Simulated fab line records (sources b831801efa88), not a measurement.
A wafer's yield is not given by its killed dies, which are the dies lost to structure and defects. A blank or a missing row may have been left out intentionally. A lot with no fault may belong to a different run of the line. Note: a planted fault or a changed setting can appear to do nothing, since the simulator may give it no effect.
A lot that was struck, set against a sound lot || flow sky130 || 35 out of 708 route steps
Sound: the wafers L138.2, L138.4, L138.6. Struck: wafers L129.2, L129.4, L129.6. The cause is named last.
For every step that has rows: the tool of each side, followed by ch and its chambers, followed by its first start. Under that, the readings that differ: sound wafers || struck wafers || difference of the means || sigmas: that difference in standard deviations of wafers without a fault.
alike: a reading whose means differ by less than 2 such deviations, as well as words and numbers matching on both sides. not compared: withheld readings; readings where some wafer has no value; bounds like >300 that might hide an equal value; numbers whose values overlap and for which the record gives no deviation.
Wherever a step has rows on one side only, a row that says differs or no value, or a row with sigmas, the two part there. Non-overlapping numbers with no deviation appear without sigmas and do not part them. A reading that every wafer of one side lacks parts them only if that side has two wafers or more.

SKY_SD_P_CD_MEAS_07: target cd 380 nm.
  sound on cd sem-01, day 32 09:24; struck on cd sem-01, day 29 12:13
  alike: cd nm
SKY_SD_P_OVL_MEAS_08:
  sound on overlay-01, day 32 09:31; struck on overlay-02, day 29 12:19
  alike: SD_P_OVL
next, for these wafers, 1 step has no rows: SKY_SD_P_IMPLANT_09.
SKY_SD_P_STRIP_10: strips in O2/N2.
  sound on plasma asher-04 ch 0,1, day 32 09:41; struck on plasma asher-01 ch 0,1, day 29 12:30
{"reading": "drypump motor current A (A)", "sound": "6.25 6.11 6.10", "struck": "5.78 5.48 5.48", "difference": -0.57, "sigmas": -2}
  alike: chamber pressure mTorr, oes product au, strip time to endpoint s
  not compared: rf hours counter h
SKY_SD_P_TW_MEAS_11:
  sound on film metro-01, day 32 09:48; struck on film metro-03, day 29 12:37
  alike: SD_P_TW
then, 7 steps without rows for these wafers: SKY_RES_XHIGH_DEHYDRATE_00 (time 60 s); SKY_RES_XHIGH_HMDS_01 (prime time 60 s); SKY_RES_XHIGH_COAT_02 (resist thk 1140 nm); SKY_RES_XHIGH_SOFTBAKE_03 (time 60 s); SKY_RES_XHIGH_EXPOSE_04 (exposes mask URPM, target cd 1270 nm); SKY_RES_XHIGH_PEB_05; SKY_RES_XHIGH_DEVELOP_06 (develop time 60 s).
SKY_RES_XHIGH_IMPLANT_07:
  sound on implanter-01 ch 0, day 33 12:25; struck on implanter-01 ch 0, day 30 15:58
{"reading": "beam on s (s)", "sound": "40.2 40.7 39.3", "struck": "35.7 37.9 36.1", "difference": -3.5, "sigmas": -4}
{"reading": "dose ions cm2", "sound": "3.596e+14 3.595e+14 3.596e+14", "struck": "3.282e+14 3.269e+14 3.281e+14", "difference": -3.183e+13, "sigmas": -86}
  alike: end station pressure torr
SKY_RES_XHIGH_STRIP_08: strips in O2/N2.
  sound on plasma asher-04 ch 0,1, day 33 12:32; struck on plasma asher-04 ch 0,1, day 30 16:05
  alike: chamber pressure mTorr, drypump motor current A, oes product au, strip time to endpoint s
  not compared: rf hours counter h
SKY_RES_XHIGH_TW_MEAS_09:
  sound on film metro-01, day 33 12:39; struck on film metro-02, day 30 16:12
{"reading": "RES_XHIGH_TW", "sound": "1641 1636 1632", "struck": "1586 1580 1583", "difference": -53, "sigmas": -5}
then, 7 steps without rows for these wafers: SKY_SD_N_DEHYDRATE_00 (time 60 s); SKY_SD_N_HMDS_01 (prime time 60 s); SKY_SD_N_COAT_02 (resist thk 1140 nm); SKY_SD_N_SOFTBAKE_03 (time 60 s); SKY_SD_N_EXPOSE_04 (exposes mask NSDM, target cd 380 nm); SKY_SD_N_PEB_05; SKY_SD_N_DEVELOP_06 (develop time 60 s).
SKY_SD_N_CD_MEAS_07: target cd 380 nm.
  sound on cd sem-02, day 34 14:48; struck on cd sem-01, day 31 19:19
  alike: cd nm
SKY_SD_N_OVL_MEAS_08:
  sound on overlay-02, day 34 14:55; struck on overlay-01, day 31 19:26
  alike: SD_N_OVL
then, 2 steps without rows for these wafers: SKY_SD_N_IMPLANT_09; SKY_SD_N_IMPLANT_10.
SKY_SD_N_STRIP_11: strips in O2/N2.
  sound on plasma asher-02 ch 0,1, day 34 15:14; struck on plasma asher-02 ch 0,1, day 31 19:46
  alike: chamber pressure mTorr, drypump motor current A, oes product au, strip time to endpoint s
  not compared: rf hours counter h
SKY_SD_N_TW_MEAS_12:
  sound on film metro-02, day 34 15:21; struck on film metro-02, day 31 19:52
  alike: SD_N_TW
then, 1 step without rows for these wafers: SKY_SD_N_CLEAN_13 (cleans in SC1/SC2, time 150 s).
SKY_SD_N_RTA_14: time 2 s.
  sound on rtp anneal-01 ch 0, day 34 15:30; struck on rtp anneal-02 ch 0, day 31 19:59
  alike: lamp power pct, wafer_temp_C_max
SKY_SD_N_RS_MEAS_16: measures by four-point-probe.
  sound on film metro-03, day 34 15:41; struck on film metro-02, day 31 20:10
  alike: SD_N_RS
SKY_SD_N_RS_MEAS_17: measures by four-point-probe.
  sound on film metro-03, day 34 15:49; struck on film metro-02, day 31 20:17
  alike: SD_P_RS
SKY_SD_N_RS_MEAS_18: measures by four-point-probe.
  sound on film metro-03, day 34 15:56; struck on film metro-02, day 31 20:24
{"reading": "RES_XHIGH_RS (ohm/sq)", "sound": "333.5 332.6 333.2", "struck": "356.3 355.1 359.3", "difference": "+23.8", "sigmas": "+20"}
then, 1 step without rows for these wafers: SKY_SALICIDE_CLEAN_00 (cleans in HF-last, time 30 s).
-- the record jumps here: 17 days lie between the struck wafers' starts before and after (it left off in module SALICIDE and takes up again in module PAD_OPEN, whose first step shown is number 708 of the route) --
SKY_PAD_OPEN_PROBE_99:
  sound on prober-02, day 50 10:46; struck on prober-01, day 48 15:26
{"reading": "model.etest.res xhigh po.line ohm um", "sound": "5786 5786 5763", "struck": "7250 7079 7335", "difference": "+1443", "sigmas": ""}
{"reading": "model.etest.res xhigh po.rs ohm sq", "sound": "1991 2012 1983", "struck": "2544 2453 2548", "difference": "+520", "sigmas": ""}
{"reading": "model.etest.res xhigh po.rs ohm sq range", "sound": "54.83 35.81 47.3", "struck": "109.2 65.35 56.26", "difference": "+31.0", "sigmas": ""}
{"reading": "model.etest.res xhigh po.rs ohm sq rim less centre", "sound": "-31.75 -30.12 -7.427", "struck": "-97.2 -58.04 -33.43", "difference": -39.8, "sigmas": ""}

## WHERE THEY PART
At SKY_SD_P_STRIP_10 first; at SKY_SD_N_RS_MEAS_18 last (within this record only).

WHY: whatever the simulator had introduced
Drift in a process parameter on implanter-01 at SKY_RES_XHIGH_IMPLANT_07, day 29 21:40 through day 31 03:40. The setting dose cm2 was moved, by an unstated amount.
